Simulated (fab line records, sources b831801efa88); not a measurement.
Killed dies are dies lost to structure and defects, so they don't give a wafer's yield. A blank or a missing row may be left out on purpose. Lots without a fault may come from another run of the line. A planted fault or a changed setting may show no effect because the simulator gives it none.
Which tool did it? | flow gf180mcu | 13 lots, 38 wafers sampled, at 3 steps of a route of 602

WHAT THE GAUGES READ, wafer by wafer
GF_V2_RS_MEAS_24: measures by four-point-probe.
lot  | measured     | on            | V2_W_RS (ohm/sq)
L725 | day 20 05:08 | film_metro-04 | 0.328 0.329 0.327
L726 | day 20 16:49 | film_metro-03 | 0.327 0.328 0.326
L727 | day 21 18:44 | film_metro-04 | 0.331 0.331 0.333
L729 | day 22 02:38 | film_metro-04 | 0.332 0.328 0.331
L730 | day 22 06:52 | film_metro-04 | 0.322 0.323 0.328
L733 | day 23 16:02 | film_metro-04 | 0.328 0.326 0.329
L735 | day 24 11:04 | film_metro-04 | 0.326 0.326 0.325
L736 | day 24 11:34 | film_metro-01 | 0.326 0.327 0.327
L737 | day 24 14:03 | film_metro-01 | 0.324 0.323 0.326
L738 | day 25 09:14 | film_metro-04 | 0.324 0.323 0.324
L739 | day 25 11:31 | film_metro-04 | 0.321 0.322 0.321
L741 | day 26 08:10 | film_metro-01 | 0.325 0.330
L747 | day 27 13:10 | film_metro-04 | 0.325 0.320 0.323

GF_V3_CD_MEAS_14: target cd 260 nm.
lot  | measured     | on        | cd_nm (nm)
L725 | day 22 05:59 | cd_sem-02 | 259.0 258.9 260.0
L726 | day 22 17:41 | cd_sem-02 | 260.9 260.7 260.3
L727 | day 23 15:59 | cd_sem-02 | 260.8 260.3 258.9
L729 | day 24 07:52 | cd_sem-02 | 256.8 258.4 259.1
L730 | day 24 11:04 | cd_sem-02 | 260.2 259.7 260.3
L733 | day 25 14:03 | cd_sem-02 | 258.4 258.7 257.7
L735 | day 26 07:41 | cd_sem-01 | 260.8 262.3 260.4
L736 | day 26 08:07 | cd_sem-01 | 259.7 260.3 260.0
L737 | day 26 11:18 | cd_sem-02 | 259.9 259.7 259.3
L738 | day 27 04:39 | cd_sem-01 | 259.7 259.3 259.3
L739 | day 27 07:18 | cd_sem-01 | 258.5 259.2 259.1
L741 | day 28 02:22 | cd_sem-01 | 262.8 263.3
L747 | day 29 05:48 | cd_sem-01 | 258.9 259.9 258.9

WHICH TOOL RAN EACH LOT (tool, then ch and the chambers of the sampled wafers, then the start)
lot  | GF_V3_EXPOSE_11
L725 | krf_scanner-02 ch 0, day 21 18:58
L726 | krf_scanner-01 ch 0, day 22 06:22
L727 | krf_scanner-01 ch 0, day 23 06:42
L729 | krf_scanner-01 ch 0, day 23 19:49
L730 | krf_scanner-01 ch 0, day 23 23:47
L733 | krf_scanner-02 ch 0, day 25 04:25
L735 | krf_scanner-02 ch 0, day 25 20:41
L736 | krf_scanner-01 ch 0, day 25 21:11
L737 | krf_scanner-01 ch 0, day 26 01:22
L738 | krf_scanner-01 ch 0, day 26 17:24
L739 | krf_scanner-01 ch 0, day 26 21:19
L741 | krf_scanner-01 ch 0, day 27 15:49
L747 | krf_scanner-02 ch 0, day 28 22:23
- GF_V3_EXPOSE_11: exposes mask Via3, target cd 260 nm.

WHAT THE TOOLS THEMSELVES READ (means of the sampled wafers that have a number; where no wafer has one, the mark that the record gives instead)
GF_V3_EXPOSE_11.
lot  | tool           | stage_vel_mm_s (mm/s)
L725 | krf_scanner-02 | 499.87
L726 | krf_scanner-01 | 499.96
L727 | krf_scanner-01 | 499.47
L729 | krf_scanner-01 | 499.68
L730 | krf_scanner-01 | 499.54
L733 | krf_scanner-02 | 499.75
L735 | krf_scanner-02 | 499.99
L736 | krf_scanner-01 | 499.87
L737 | krf_scanner-01 | 499.81
L738 | krf_scanner-01 | 500.07
L739 | krf_scanner-01 | 500.18
L741 | krf_scanner-01 | 499.96
L747 | krf_scanner-02 | 499.90

THE ANSWER, worked out from the rows above alone
Rule: what is usual is taken from the lots themselves. Put in order of their means at a reading, lots are off if they are a third of the lots or fewer, leave a main group of 4 or more, and stand apart from it by a gap of 3 or more times the standard deviation of the main group's means; of several such gaps the widest counts. A main group whose means are all the same, to the digits that the tables above print for the reading, isn't used. A lot without any number at a reading at which 4 lots or more have one is off too. The other lots that the step has rows for count as sound. The gauges are gone through in route order, then the tools' own readings, and for those a lot's mean is taken as printed above. The first step at which some lot is off is used, and at that step the reading that is off furthest; a lot without a number counts as furthest.
No lot is off at any reading shown: from this, nothing can be told.

WHAT THE SIMULATOR HAD PUT IN
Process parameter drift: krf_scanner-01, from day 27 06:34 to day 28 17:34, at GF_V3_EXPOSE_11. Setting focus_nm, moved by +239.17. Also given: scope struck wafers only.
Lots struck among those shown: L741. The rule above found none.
